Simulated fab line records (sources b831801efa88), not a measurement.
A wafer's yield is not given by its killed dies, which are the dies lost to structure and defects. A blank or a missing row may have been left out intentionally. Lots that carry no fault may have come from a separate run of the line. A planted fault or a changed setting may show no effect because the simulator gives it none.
A lot that was struck, set against a sound lot ; flow sky130 ; 36 steps out of a route of 708
Sound: the wafers L889.1, L889.2, L889.6. Wafers struck: L880.1, L880.3, L880.4. The cause comes at the end.
Each step with rows lists, per side, the tool, then ch with its chambers, then its first start. Under that, the readings that differ: sound wafers ; struck wafers ; difference of the means ; sigmas: that difference in standard deviations of wafers without a fault.
alike: a reading whose means differ by less than 2 such deviations, as well as words and numbers matching on both sides. not compared: withheld readings; readings where some wafer has no value; bounds like >300 that might hide an equal value; numbers whose values overlap and for which the record gives no deviation.
Wherever a step has rows on one side only, a row that says differs or no value, or a row with sigmas, the two part there. Non-overlapping numbers with no deviation appear without sigmas and do not part them. A reading missing from all wafers of one side parts the sides only when that side holds two or more wafers.

first, 8 steps without rows for these wafers: SKY_SONOS_ONO_CVD_04 (deposits SiO2 from SiH4/N2O, target thk 5.7199 nm); SKY_SONOS_ONO_DEHYDRATE_06 (time 60 s); SKY_SONOS_ONO_HMDS_07 (prime time 60 s); SKY_SONOS_ONO_COAT_08 (resist thk 1140 nm); SKY_SONOS_ONO_SOFTBAKE_09 (time 60 s); SKY_SONOS_ONO_EXPOSE_10 (exposes mask ONOM, target cd 410 nm); SKY_SONOS_ONO_PEB_11; SKY_SONOS_ONO_DEVELOP_12 (develop time 60 s).
SKY_SONOS_ONO_ETCH_15: etches the open film in CHF3/O2, target depth 19.52 nm, time 7.8 s.
  sound on rie-diel-04 ch 0,2, day 19 00:28; struck on rie-diel-04 ch 0,2,3, day 15 07:35
  no value came back on the struck wafers for any of 5 readings (O2_flow_sccm (sccm), bias-w (W) and others); on the sound wafers O2_flow_sccm (sccm) reads 5.042 5.026 5.012
reading;sound;struck;difference;sigmas
model.NOVOLAK_of_SONOS_ONO_COAT_08.thk-nm (nm);1127 1127 1127;1140 1138 1141;+13;
model.SiO2_of_FIELD_ISO_CVD_24.thk-nm (nm);398.5 399 398.1;403.3 399.9 402.2;+3.3;
model.SiO2_of_NWELL_OXIDATION_01.thk-nm (nm);5.263 5.399 5.406;8.689 8.893 8.779;+3.431;
  not compared: rf-hours-counter-h
then, 1 step without rows for these wafers: SKY_SONOS_ONO_WET_ETCH_16 (etches SiO2 in dHF, target depth 14 nm, time 280 s).
SKY_SONOS_ONO_STRIP_17: strips in O2/N2.
  sound on plasma-asher-04 ch 0,1, day 19 00:34; struck on plasma-asher-04 ch 0,1, day 15 07:42
  alike: drypump-motor-current-A, n2-flow-sccm, oes-product-au, strip-time-to-endpoint-s
  not compared: rf-hours-counter-h
then, 23 steps without rows for these wafers: SKY_SONOS_ONO_WET_ETCH_18 (etches Si3N4 in H3PO4, target depth 15 nm, time 172 s); SKY_GATE_OXIDE_CLEAN_00 (cleans in SC1/SC2, time 150 s); SKY_GATE_OXIDE_OXIDATION_01 (stabilise 600 s, purge 300 s, target thk 10.268 nm); SKY_GATE_OXIDE_DEHYDRATE_03 (time 60 s); SKY_GATE_OXIDE_HMDS_04 (prime time 60 s); SKY_GATE_OXIDE_COAT_05 (resist thk 1140 nm); SKY_GATE_OXIDE_SOFTBAKE_06 (time 60 s); SKY_GATE_OXIDE_EXPOSE_07 (exposes mask LVOM, target cd 600 nm); SKY_GATE_OXIDE_PEB_08; SKY_GATE_OXIDE_DEVELOP_09 (develop time 60 s); SKY_GATE_OXIDE_IMPLANT_11; SKY_GATE_OXIDE_WET_ETCH_12 (etches SiO2 in dHF, target depth 16.8 nm, time 336 s); SKY_GATE_OXIDE_STRIP_13 (strips in O2/N2); SKY_GATE_OXIDE_CLEAN_15 (cleans in SC1/SC2, time 150 s); SKY_GATE_OXIDE_OXIDATION_16 (stabilise 600 s, purge 300 s, target thk 3.57 nm); SKY_POLY_GATE_CVD_00 (deposits poly-Si, target thk 180 nm, time 720 s); SKY_RES_PROTECT_DEHYDRATE_00 (time 60 s); SKY_RES_PROTECT_HMDS_01 (prime time 60 s); SKY_RES_PROTECT_COAT_02 (resist thk 1140 nm); SKY_RES_PROTECT_SOFTBAKE_03 (time 60 s); SKY_RES_PROTECT_EXPOSE_04 (exposes mask RPM, target cd 1270 nm); SKY_RES_PROTECT_PEB_05; SKY_RES_PROTECT_DEVELOP_06 (develop time 60 s).
-- the record jumps here: 16 days lie between the struck wafers' starts before and after (it left off in module RES_PROTECT and takes up again in module SALICIDE, whose first step shown is number 361 of the route) --
SKY_SALICIDE_CLEAN_00: cleans in HF-last, time 30 s.
  sound on wet-bench-03 ch 3, day 34 02:35; struck on wet-bench-04 ch 3, day 30 23:07
reading;sound;struck;difference;sigmas
model.SiO2_of_FIELD_ISO_CVD_24.thk-nm (nm);357.7 358.3 357.4;362.5 359.2 361.6;+3.3;
-- the record jumps here: 17 days lie between the struck wafers' starts before and after (it left off in module SALICIDE and takes up again in module PAD_OPEN, whose first step shown is number 708 of the route) --
SKY_PAD_OPEN_PROBE_99:
  sound on prober-02, day 50 01:13; struck on prober-01, day 47 22:32
reading;sound;struck;difference;sigmas
killed-short;44 40 52;37 28 27;-15;-2
model.etest.nfet_16v.r-on-ohm-um;1.425e+04 1.399e+04 1.403e+04;1.795e+04 1.822e+04 1.81e+04;+4.000e+03;
model.etest.pfet_16v.r-on-ohm-um;1.544e+04 1.498e+04 1.503e+04;1.709e+04 1.683e+04 1.75e+04;+1.990e+03;
model.etest.pfet-g5v0d10v5.r-on-ohm-um;4799 4738 4750;5584 5683 5707;+896;
model.etest.nfet-g5v0d10v5.r-on-ohm-um;1904 1878 1888;2497 2506 2495;+609;
model.etest.nfet-g5v0d10v5.drive-ua-um;604.9 617.7 600.9;398.1 390.7 391.4;-214.4;
model.etest.tip-sonos.rs-ohm-sq;2649 2628 2649;2867 2888 2888;+239;
model.etest.nfet_05v0_nvt.drive-ua-um;579 581.2 575.6;422.3 413.9 416.9;-160.9;
model.etest.nfet_16v.drive-ua-um;219.3 223.7 221.2;130.8 128.7 129.8;-91.6;
  alike: killed_at_M0_to_M3, killed_at_M4_up, killed-at-contacts, killed-at-front-end, killed-at-other, killed-dies, killed-open

WHERE THEY PART
Earliest at SKY_SONOS_ONO_ETCH_15; latest, in this record, at SKY_PAD_OPEN_PROBE_99.

WHY: whatever the simulator had introduced
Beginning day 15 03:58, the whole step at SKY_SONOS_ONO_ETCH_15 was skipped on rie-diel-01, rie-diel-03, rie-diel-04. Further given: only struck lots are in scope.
